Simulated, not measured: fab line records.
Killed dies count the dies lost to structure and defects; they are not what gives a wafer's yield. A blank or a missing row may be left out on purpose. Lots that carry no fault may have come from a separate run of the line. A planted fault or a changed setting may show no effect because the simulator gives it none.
Which tool was responsible? -- flow gf180mcu -- 14 lots, 42 wafers sampled, at 2 steps of a route of 602

## WHAT EACH GAUGE READ, for each wafer
GF_V5_BOW_MEAS_05. Usual: V5_BOW typically reads 132 um, with standard deviation 9.6.
lot,measured,on,V5_BOW (um),flag
L893,day 26 16:59,film-metro-04,123 121 114,
L894,day 27 02:41,film-metro-03,124 141 129,
L895,day 27 06:14,film-metro-02,137 122 125,
L896,day 27 14:59,film-metro-04,133 131 129,
L898,day 28 04:54,film-metro-02,144 151 138,
L900,day 28 15:24,film-metro-02,119 118 131,
L902,day 29 08:25,film-metro-04,132 144 113,
L910,day 31 12:17,film-metro-02,133 142 145,
L912,day 32 02:20,film-metro-02,137 133 136,
L914,day 32 09:28,film-metro-04,134 131 134,
L916,day 32 21:40,film-metro-02,137 130 128,

## EACH LOT AND THE TOOL THAT RAN IT (in order: tool; ch and the chambers of the sampled wafers; start)
lot,GF_DUAL_GATE_DEVELOP_10
L893,"litho-track-03 ch 0, day 8 08:04"
L894,"litho-track-04 ch 0, day 8 15:43"
L895,"litho-track-04 ch 0, day 9 01:34"
L896,"litho-track-03 ch 0, day 9 10:37"
L898,"litho-track-04 ch 0, day 9 18:04"
L900,"litho-track-04 ch 0, day 10 05:04"
L901,"litho-track-04 ch 0, day 10 17:15"
L902,"litho-track-01 ch 0, day 10 21:05"
L904,"litho-track-04 ch 0, day 11 13:42"
L905,"litho-track-04 ch 0, day 11 18:54"
L910,"litho-track-01 ch 0, day 13 03:58"
L912,"litho-track-01 ch 0, day 13 21:45"
L914,"litho-track-01 ch 0, day 14 08:13"
L916,"litho-track-04 ch 0, day 14 23:15"
- GF_DUAL_GATE_DEVELOP_10: develop time 60 s.

## AS READ BY THE TOOLS THEMSELVES (means over the sampled wafers that have a number; for cases with no such wafer, the mark the record gives instead)
GF_DUAL_GATE_DEVELOP_10. Usual: chill-plate-temp-C 23.02 C, standard deviation 0.12.
lot,tool,chill-plate-temp-C (C),flag
L893,litho-track-03,23.02,
L894,litho-track-04,23.18,
L895,litho-track-04,22.89,
L896,litho-track-03,22.98,
L898,litho-track-04,23.02,
L900,litho-track-04,23.08,
L901,litho-track-04,23.12,
L902,litho-track-01,23.19,
L904,litho-track-04,22.90,
L905,litho-track-04,22.98,
L910,litho-track-01,23.04,
L912,litho-track-01,22.82,
L914,litho-track-01,23.01,
L916,litho-track-04,23.14,

## THE ANSWER, worked out from the rows above alone
Rule: take the mean of a lot's wafers that have a number; if it is more than 3 standard deviations from the usual mean, the lot is off. A lot without any number at a reading at which 4 lots or more have one is off too. All remaining lots with rows at the step are treated as sound. Order of review: gauges by route order, followed by the tools' own readings, for which a lot's mean as printed above is used. At the first step where some lot is off, the reading lying furthest off is the one used; lots without a number count as furthest.
Nothing can be told from this: no lot is off at any reading shown.

## WHAT HAD BEEN PUT IN BY THE SIMULATOR
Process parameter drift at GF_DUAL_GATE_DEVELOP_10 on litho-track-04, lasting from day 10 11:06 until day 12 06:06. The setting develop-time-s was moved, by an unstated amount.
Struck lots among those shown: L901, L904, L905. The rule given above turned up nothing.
